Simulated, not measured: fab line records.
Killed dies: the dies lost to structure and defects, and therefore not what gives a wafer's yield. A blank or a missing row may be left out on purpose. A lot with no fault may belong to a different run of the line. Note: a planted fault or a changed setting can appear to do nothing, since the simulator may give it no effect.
The tool behind it: which one? -- flow gf180mcu -- 12 lots with 36 wafers sampled at 3 steps, on a route of 602 steps

## WHAT THE GAUGES READ, wafer by wafer
GF_TOP_METAL_RS_MEAS_05: measures by four-point-probe.
lot,measured,on,TOP_METAL_ALCU_RS (ohm/sq)
L439,day 27 15:59,filmMetro-04,0.03231 0.03266 0.0327
L440,day 28 00:22,filmMetro-03,0.03294 0.03279 0.03334
L442,day 28 01:38,filmMetro-03,0.03242 0.03218 0.03259
L443,day 28 16:21,filmMetro-03,0.03243 0.03223 0.0325
L444,day 28 20:50,filmMetro-03,0.03273 0.03314 0.03267
L447,day 30 02:19,filmMetro-03,0.03237 0.03245 0.0323
L448,day 30 08:32,filmMetro-04,0.0326 0.03276 0.03295
L455,day 32 10:33,filmMetro-03,0.03276 0.03314 0.03298
L458,day 33 01:15,filmMetro-01,0.03268 0.03238 0.03229
L460,day 33 03:51,filmMetro-03,0.03271 0.03266 0.03288
L459,day 33 05:34,filmMetro-04,0.03267 0.03209 0.03202
L462,day 33 19:07,filmMetro-04,0.03231 0.03283 0.0329

GF_TOP_METAL_OVL_MEAS_15.
lot,measured,on,TOP_METAL_OVL (nm)
L439,day 28 12:07,overlay-01,3.1 2.6 3.5
L440,day 28 18:49,overlay-01,0.8 1.4 1.1
L442,day 28 21:14,overlay-01,-0.8 1.3 0.2
L443,day 29 11:49,overlay-02,1.6 2.3 1.3
L444,day 29 16:32,overlay-02,-1.6 1.0 0.6
L447,day 30 19:55,overlay-01,1.8 -0.8 0.6
L448,day 31 02:26,overlay-01,0.1 -0.1 0.4
L455,day 33 02:40,overlay-02,-0.4 -0.7 0.2
L458,day 33 16:14,overlay-01,-1.0 -0.7 -2.3
L460,day 33 19:16,overlay-02,-0.9 -0.2 -1.3
L459,day 33 21:19,overlay-02,2.6 1.7 1.1
L462,day 34 09:55,overlay-02,-0.2 2.1 -1.1

## EACH LOT AND THE TOOL THAT RAN IT (in order: tool; ch and the chambers of the sampled wafers; start)
lot,GF_M5_METAL_ETCH_10
L439,"rieMetal-04 ch 0,1, day 26 16:11"
L440,"rieMetal-01 ch 0,1, day 27 01:17"
L442,"rieMetal-02 ch 0,1, day 27 01:56"
L443,"rieMetal-01 ch 0,1, day 27 16:59"
L444,"rieMetal-02 ch 1, day 27 22:28"
L447,"rieMetal-02 ch 0,1, day 29 03:44"
L448,"rieMetal-02 ch 0,1, day 29 10:19"
L455,"rieMetal-04 ch 0,1, day 31 14:59"
L458,"rieMetal-04 ch 0, day 32 05:52"
L460,"rieMetal-04 ch 0, day 32 08:29"
L459,"rieMetal-01 ch 0,1, day 32 10:40"
L462,"rieMetal-02 ch 0, day 33 01:10"
- GF_M5_METAL_ETCH_10: etches the open film in Cl2/BCl3, stops on SiO2, target depth 750.8 nm, time 125.1 s.

## AS READ BY THE TOOLS THEMSELVES (means over the sampled wafers that have a number; for cases with no such wafer, the mark the record gives instead)
GF_M5_METAL_ETCH_10.
lot,tool,drypumpMotorCurrentA (A),oesProductAu (a.u.),throttleValvePct (%)
L439,rieMetal-04,6.6,0.996,28.232
L440,rieMetal-01,5.4,0.985,28.231
L442,rieMetal-02,5.5,0.989,28.227
L443,rieMetal-01,5.6,0.990,28.234
L444,rieMetal-02,5.2,0.996,28.218
L447,rieMetal-02,5.5,0.991,28.234
L448,rieMetal-02,5.4,0.994,28.224
L455,rieMetal-04,6.5,0.989,28.232
L458,rieMetal-04,6.7,0.992,28.226
L460,rieMetal-04,6.7,0.998,28.228
L459,rieMetal-01,5.4,0.996,28.235
L462,rieMetal-02,6.1,0.991,28.222

## THE ANSWER, worked out from the rows above alone
Rule: usual is defined by the lots themselves. The widest of any qualifying gaps counts: lots, ordered by their means at a reading, are off when they make up no more than a third of the lots, leave a main group of 4 or more, and stand apart from it by 3 or more times the standard deviation of that group's means. If all means in a main group match to the digits the tables above print for the reading, that group is not used. Also off: a lot with no number at a reading for which 4 or more lots have one. Where the step has rows for the other lots, those lots are counted as sound. After the gauges, taken in route order, come the tools' own readings; for these a lot's mean is taken, as printed above. The first step at which some lot is off is used, and at that step the reading that is off furthest; a lot without a number counts as furthest.
None of the lots is off at any reading shown; this tells nothing.

## WHAT HAD BEEN PUT IN BY THE SIMULATOR
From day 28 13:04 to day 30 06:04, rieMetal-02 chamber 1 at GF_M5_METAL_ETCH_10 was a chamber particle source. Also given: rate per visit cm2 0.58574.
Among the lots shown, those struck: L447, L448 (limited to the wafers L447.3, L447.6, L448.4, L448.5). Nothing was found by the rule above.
